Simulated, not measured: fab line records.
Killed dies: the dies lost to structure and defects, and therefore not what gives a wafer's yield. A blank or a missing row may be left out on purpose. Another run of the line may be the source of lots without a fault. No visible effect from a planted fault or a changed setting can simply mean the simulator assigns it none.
Chamber matching | flow sky130 | SKY_CONTACT_ETCH_16 on rie-diel-03: 4 sister chambers
The step etches BARC in N2/H2, stops on SiO2, time 45.9 s, target depth 60 nm. 8 wafers are shown with their chamber, then 7 later ones without.

== EACH WAFER AND ITS CHAMBER ==
wafer  | chamber | drypump-motor-current-A (A) | bias-w (W)
L233.2 | 0       | 5.5                         | 100.0
L234.3 | 2       | 6.4                         | 99.8
L234.5 | 3       | 4.8                         | 100.0
L235.1 | 1       | 5.9                         | 99.9
L235.4 | 3       | 4.8                         | 100.0
L235.5 | 0       | 5.5                         | 100.2
L236.2 | 1       | 6.0                         | 100.6
L236.5 | 2       | 6.3                         | 100.3

== WAFERS WITHOUT THEIR CHAMBER ==
wafer  | drypump-motor-current-A (A) | bias-w (W)
L236.6 | 4.8                         | 99.9
L241.1 | 6.3                         | 100.0
L241.2 | 5.5                         | 99.9
L241.3 | 4.8                         | 99.7
L247.1 | 4.8                         | 99.6
L247.4 | 6.3                         | 100.2
L247.6 | 5.5                         | 100.3

== THE CHAMBER EACH PASSED THROUGH ==
wafer  | from the rows above | in truth
L236.6 | 3                   | 3
L241.1 | 2                   | 2
L241.2 | 0                   | 0
L241.3 | 3                   | 3
L247.1 | 3                   | 3
L247.4 | 2                   | 2
L247.6 | 0                   | 0
Correctly placed: 7 of 7. Number that these rows cannot place: 0. Wrongly placed: 0.
How it was worked out, from the rows above alone: a wafer's distance from a chamber is the root of the sum, over the readings, of the square of ((its reading less the chamber's mean) divided by the reading's scatter). The wafer belongs to the nearest chamber; if the next one is less than 2 further off, it can't be placed. A chamber's mean is the mean of its shown wafers. How the scatter is found: for the shown wafers, subtract from each reading the mean of its chamber, square and add these, divide the total by (wafers less chambers), then take the root.
